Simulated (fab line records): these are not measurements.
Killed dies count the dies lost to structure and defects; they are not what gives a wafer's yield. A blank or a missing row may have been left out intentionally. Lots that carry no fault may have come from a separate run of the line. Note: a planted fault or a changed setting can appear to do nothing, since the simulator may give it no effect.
A struck lot beside a sound one / flow sfqLine / 21 steps out of a route of 325
Sound: the wafers L312.2, L312.3, L312.5. Struck: wafer L315.1 (L315.2, L315.3, from the same lot, were not struck and are left out); the cause is given at the end.
Each step with rows lists, per side, the tool, then ch with its chambers, then its first start. Under that, the readings that differ: sound wafers / struck wafers / difference of the means / sigmas: that difference in standard deviations of wafers without a fault.
alike: readings whose means differ by less than 2 such deviations, and words and numbers that are the same on both sides. not compared: withheld readings, readings that some wafer has no value for, bounds like >300 that may hide the same value, and numbers for which the record gives no deviation and whose values overlap.
The two part at a step that has a row with sigmas, a row that says differs or no value, or rows on one side only. Numbers that have no deviation but don't overlap get no sigmas and don't part them. A reading missing from all wafers of one side parts the sides only when that side holds two or more wafers.

SFQ_I4_OVL_MEAS_928:
  sound on overlay-02 at day 55 19:14; struck on overlay-02 at day 56 06:02
  alike: I4_OVL
SFQ_TRILAYER_I4_VIA_BARC_OPEN_VIA_ETCH_146: etches BARC in O2, target depth 125 nm, time 41.7 s.
  sound on rieDiel-03 ch 0,2, day 55 19:16; struck on rieDiel-02 ch 1, day 56 06:04
reading=oesProductAu (a.u.); sound=0.679 0.682 0.679; struck=0.694; difference=+0.014; sigmas=+3
  alike: drypumpMotorCurrentA
  not compared: rfHoursCounterH
SFQ_TRILAYER_I4_VIA_ETCH_VIA_ETCH_106: etches SiO2 in CHF3, stops on Nb, target depth 260 nm.
  sound on rieDiel-03 ch 0,2, day 55 19:19; struck on rieDiel-02 ch 1, day 56 06:07
  alike: drypumpMotorCurrentA, oesProductAu
SFQ_TRILAYER_I4_VIA_STRIP_STRIP_107: strips in O2.
  sound on rieMetal-01 ch 0,1, day 55 19:25; struck on rieMetal-01 ch 1, day 56 06:13
  alike: drypumpMotorCurrentA, oesProductAu, platenTempC
  not compared: rfHoursCounterH
then, 3 steps without rows for these wafers: SFQ_TRILAYER_I4_VIA_STRIP_SOLV_CLEAN_108 (cleans in NMP, time 600 s); SFQ_TRILAYER_JJ_TRILAYER_DEP_PRE_CLEAN_113 (time 22.5 s); SFQ_TRILAYER_JJ_TRILAYER_DEP_SPUTTER_109 (material Nb, target thk 150 nm, time 100 s).
SFQ_TRILAYER_JJ_TRILAYER_DEP_SPUTTER_110: material Al, target thk 8 nm, time 10 s.
  sound on pvdSputter-04 at day 55 20:18; struck on pvdSputter-04 at day 56 07:06
  alike: throttleValvePct
then, 2 steps without rows for these wafers: SFQ_TRILAYER_JJ_TRILAYER_DEP_AL_OXIDATION_111 (oxidation time 600 s); SFQ_TRILAYER_JJ_TRILAYER_DEP_SPUTTER_112 (material Nb, target thk 170 nm, time 113.3 s).
SFQ_JJ_RS_MEAS_929: a four-point-probe measurement.
  sound on filmMetro-01 at day 55 21:25; struck on filmMetro-01 at day 56 08:12
  alike: JJ_NB_RS
SFQ_TRILAYER_JJ_CE_LITHO_COAT_119: resist thk 62 nm.
  sound on lithoTrack-04 ch 0, day 55 21:38; struck on lithoTrack-01 ch 0, day 56 08:23
reading=model.BARC_of_TRILAYER_JJ_CE_LITHO_COAT_119.thkNm (nm); sound=61.88 61.83 61.79; struck=63.01; difference=+1.18; sigmas=
  alike: resistLineTempC
then, 5 steps without rows for these wafers: SFQ_TRILAYER_JJ_CE_LITHO_COAT_114 (resist thk 600 nm); SFQ_TRILAYER_JJ_CE_LITHO_SOFTBAKE_118; SFQ_TRILAYER_JJ_CE_LITHO_EXPOSE_115 (exposes mask J5, target cd 700 nm); SFQ_TRILAYER_JJ_CE_LITHO_PEB_117 (peb time 60 s); SFQ_TRILAYER_JJ_CE_LITHO_DEVELOP_116 (time 60 s).
SFQ_JJ_OVL_MEAS_931:
  sound on overlay-02 at day 56 02:26; struck on overlay-02 at day 56 13:14
  alike: J5_OVL
following that, these wafers have no rows for 1 step: SFQ_TRILAYER_JJ_CE_METRO_MEASURE_117.
SFQ_TRILAYER_JJ_CE_BARC_OPEN_RIE_150: chemistry O2, target BARC, target depth 240 nm, time 80 s.
  sound on rieMetal-01 ch 0,1, day 56 03:40; struck on rieMetal-04 ch 1, day 56 14:28
reading=model.etch.depthNm (nm); sound=61.88 61.83 61.79; struck=63.01; difference=+1.18; sigmas=
  alike: drypumpMotorCurrentA, oesProductAu
  not compared: rfHoursCounterH
SFQ_TRILAYER_JJ_CE_ETCH_RIE_118: chemistry SF6, target Nb, stops on Al2O3, time 97.7 s, target depth 170 nm.
  sound on rieMetal-01 ch 0,1, day 56 03:46; struck on rieMetal-04 ch 1, day 56 14:34
  alike: drypumpMotorCurrentA, oesProductAu
  not compared: rfHoursCounterH

== WHERE THEY PART ==
At SFQ_TRILAYER_I4_VIA_BARC_OPEN_VIA_ETCH_146 and nowhere else, as far as this record goes. Later steps at which nothing parts them and some readings are alike: SFQ_TRILAYER_I4_VIA_ETCH_VIA_ETCH_106, SFQ_TRILAYER_I4_VIA_STRIP_STRIP_107, SFQ_TRILAYER_JJ_TRILAYER_DEP_SPUTTER_110, SFQ_JJ_RS_MEAS_929, SFQ_TRILAYER_JJ_CE_LITHO_COAT_119, SFQ_JJ_OVL_MEAS_931, SFQ_TRILAYER_JJ_CE_BARC_OPEN_RIE_150, SFQ_TRILAYER_JJ_CE_ETCH_RIE_118.

WHY: what had been put in by the simulator
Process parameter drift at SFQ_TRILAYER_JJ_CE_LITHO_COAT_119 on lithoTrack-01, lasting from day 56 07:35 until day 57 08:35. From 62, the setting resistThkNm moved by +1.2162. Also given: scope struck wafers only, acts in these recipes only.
